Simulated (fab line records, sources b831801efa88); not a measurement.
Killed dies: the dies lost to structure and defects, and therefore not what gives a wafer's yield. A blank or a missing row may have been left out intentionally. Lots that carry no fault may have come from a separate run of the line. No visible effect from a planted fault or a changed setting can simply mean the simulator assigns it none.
The tool behind it: which one? | flow sky130 | 15 lots with 45 wafers sampled at 4 steps, on a route of 708 steps

== WHAT THE GAUGES SHOWED, per wafer ==
SKY_LI_CONTACT_THK_MEAS_01. Usual: LI_CONTACT_HDPCVD_THK typically reads 935 nm, with standard deviation 8.7.
lot  | measured     | on            | LI_CONTACT_HDPCVD_THK (nm) | flag
L181 | day 28 17:00 | film metro-01 | 940 935 939                |
L182 | day 28 17:56 | film metro-04 | 927 926 919                |
L183 | day 29 19:16 | film metro-02 | 937 926 944                |
L184 | day 29 19:47 | film metro-02 | 934 937 949                |
L185 | day 30 03:09 | film metro-04 | 938 934 934                |
L189 | day 30 17:40 | film metro-04 | 934 933 951                |
L188 | day 30 19:52 | film metro-04 | 927 928 924                |
L187 | day 30 19:13 | film metro-02 | 935 943 941                |
L193 | day 31 23:37 | film metro-02 | 936 934 939                |
L192 | day 32 03:18 | film metro-04 | 940 949 938                |
L195 | day 32 17:34 | film metro-01 | 934 940 938                |
L197 | day 34 00:20 | film metro-04 | 936 929 925                |
L199 | day 34 01:31 | film metro-01 | 924 947 935                |
L200 | day 34 07:55 | film metro-04 | 933 928 917                |
L201 | day 34 20:37 | film metro-04 | 935 927 921                |

SKY_LI_CONTACT_CD_MEAS_12 targets a cd of 170 nm. Usual: cd nm at 170.1 nm, with a standard deviation of 1.4.
lot  | measured     | on        | cd nm (nm)        | flag
L181 | day 29 19:18 | cd sem-02 | 169.7 170.5 170.1 |
L182 | day 29 20:36 | cd sem-02 | 170.2 169.4 169.1 |
L183 | day 31 00:36 | cd sem-01 | 169.0 167.1 169.1 |
L184 | day 31 00:56 | cd sem-02 | 170.3 170.0 170.6 |
L185 | day 31 07:03 | cd sem-02 | 168.0 169.5 168.3 |
L189 | day 31 20:54 | cd sem-02 | 170.8 172.7 170.9 |
L188 | day 32 00:25 | cd sem-01 | 170.6 172.7 171.4 |
L187 | day 31 23:13 | cd sem-02 | 167.9 166.6 167.9 |
L193 | day 33 03:06 | cd sem-02 | 171.2 171.3 171.4 |
L192 | day 33 05:59 | cd sem-02 | 172.6 170.7 172.4 |
L195 | day 33 20:19 | cd sem-02 | 170.2 169.6 169.9 |
L197 | day 35 03:02 | cd sem-01 | 168.4 168.3 169.3 |
L199 | day 35 04:12 | cd sem-02 | 170.3 169.5 170.4 |
L200 | day 35 10:18 | cd sem-01 | 169.2 168.9 169.3 |
L201 | day 35 22:50 | cd sem-01 | 170.4 172.9 171.1 |

== EACH LOT AND THE TOOL THAT RAN IT (in order: tool; ch and the chambers of the sampled wafers; start) ==
lot  | SKY_VT_ADJUST_LVTN_STRIP_20          | SKY_LDD_LDN_DEVELOP_06
L181 | plasma asher-03 ch 0,1, day 8 08:15  | litho track-02 ch 0, day 23 16:04
L182 | plasma asher-01 ch 0,1, day 8 09:54  | litho track-03 ch 0, day 23 16:17
L183 | plasma asher-01 ch 0, day 9 05:07    | litho track-01 ch 0, day 24 20:25
L184 | plasma asher-03 ch 0,1, day 9 06:10  | litho track-02 ch 0, day 24 21:22
L185 | plasma asher-01 ch 0,1, day 9 07:45  | litho track-02 ch 0, day 25 04:56
L189 | plasma asher-01 ch 0,1, day 9 23:04  | litho track-03 ch 0, day 25 19:39
L188 | plasma asher-03 ch 0,1, day 9 23:45  | litho track-01 ch 0, day 25 23:14
L187 | plasma asher-03 ch 0,1, day 10 00:23 | litho track-01 ch 0, day 25 21:53
L193 | plasma asher-03 ch 0,1, day 10 23:42 | litho track-02 ch 0, day 27 04:56
L192 | plasma asher-04 ch 0,1, day 11 00:57 | litho track-01 ch 0, day 27 05:47
L195 | plasma asher-03 ch 0,1, day 11 17:41 | litho track-01 ch 0, day 27 21:41
L197 | plasma asher-03 ch 0,1, day 12 09:52 | litho track-03 ch 0, day 28 15:14
L199 | plasma asher-03 ch 0,1, day 12 19:06 | litho track-01, day 29 02:37
L200 | plasma asher-03 ch 0,1, day 13 04:13 | litho track-03, day 29 10:24
L201 | plasma asher-01 ch 0,1, day 13 17:22 | litho track-01, day 30 02:10
- SKY_VT_ADJUST_LVTN_STRIP_20: strips in O2/N2.
- SKY_LDD_LDN_DEVELOP_06: develop time 60 s.

== WHAT THE TOOLS THEMSELVES READ (means of the sampled wafers that have a number; where no wafer has one, the mark that the record gives instead) ==
SKY_VT_ADJUST_LVTN_STRIP_20. Usual: drypump motor current A 5.61 A, standard deviation 0.26; o2 flow sccm 2999 sccm, standard deviation 9.6; oes product au 0.715 a.u., standard deviation 0.0046; strip time to endpoint s 14.16 s, standard deviation 0.044.
lot  | tool            | drypump motor current A (A) | o2 flow sccm (sccm) | oes product au (a.u.) | strip time to endpoint s (s) | flag
L181 | plasma asher-03 | 5.70                        | 3000                | 0.717                 | 14.13                        |
L182 | plasma asher-01 | 5.30                        | 2991                | 0.713                 | 14.12                        |
L183 | plasma asher-01 | 5.71                        | 2997                | 0.710                 | 14.13                        |
L184 | plasma asher-03 | 5.71                        | 2997                | 0.712                 | 14.15                        |
L185 | plasma asher-01 | 5.51                        | 2992                | 0.715                 | 14.17                        |
L189 | plasma asher-01 | 5.32                        | 3001                | 0.715                 | 14.19                        |
L188 | plasma asher-03 | 5.71                        | 3007                | 0.717                 | 14.18                        |
L187 | plasma asher-03 | 5.70                        | 3004                | 0.721                 | 14.15                        |
L193 | plasma asher-03 | 5.66                        | 3000                | 0.717                 | 14.11                        |
L192 | plasma asher-04 | 5.93                        | 2997                | 0.714                 | 14.16                        |
L195 | plasma asher-03 | 5.66                        | 2999                | 0.712                 | 14.14                        |
L197 | plasma asher-03 | 5.66                        | 2998                | 0.714                 | 14.23                        |
L199 | plasma asher-03 | 5.66                        | 2995                | 0.715                 | 14.09                        |
L200 | plasma asher-03 | 5.66                        | 3004                | 0.718                 | 14.13                        |
L201 | plasma asher-01 | 5.30                        | 3010                | 0.714                 | 14.10                        |

SKY_LDD_LDN_DEVELOP_06. Usual: chill plate temp C at 23.00 C, with a standard deviation of 0.11.
lot  | tool           | chill plate temp C (C) | flag
L181 | litho track-02 | 22.93                  |
L182 | litho track-03 | 22.96                  |
L183 | litho track-01 | 23.04                  |
L184 | litho track-02 | 23.05                  |
L185 | litho track-02 | 22.99                  |
L189 | litho track-03 | 23.09                  |
L188 | litho track-01 | 23.06                  |
L187 | litho track-01 | 23.07                  |
L193 | litho track-02 | 22.98                  |
L192 | litho track-01 | 22.94                  |
L195 | litho track-01 | 23.02                  |
L197 | litho track-03 | 22.96                  |
L199 | litho track-01 | -                      | OFF
L200 | litho track-03 | -                      | OFF
L201 | litho track-01 | -                      | OFF

== THE ANSWER, worked out from the rows above alone ==
Rule: a lot counts as off when the mean over its wafers that have a number is more than 3 standard deviations away from the usual mean. A lot without any number at a reading at which 4 lots or more have one is off too. Where the step has rows for the other lots, those lots are counted as sound. After the gauges, taken in route order, come the tools' own readings; for these a lot's mean is taken, as printed above. At the first step where some lot is off, the reading lying furthest off is the one used; lots without a number count as furthest.
Off at SKY_LDD_LDN_DEVELOP_06 (chill plate temp C): L199, L200, L201. Without a number there: L199, L200, L201.
A tool fits if, at that step or a process step before it, it ran every lot that is off, and no sound lot after the first of them. Of those tried, none fits.

== WHAT HAD BEEN PUT IN BY THE SIMULATOR ==
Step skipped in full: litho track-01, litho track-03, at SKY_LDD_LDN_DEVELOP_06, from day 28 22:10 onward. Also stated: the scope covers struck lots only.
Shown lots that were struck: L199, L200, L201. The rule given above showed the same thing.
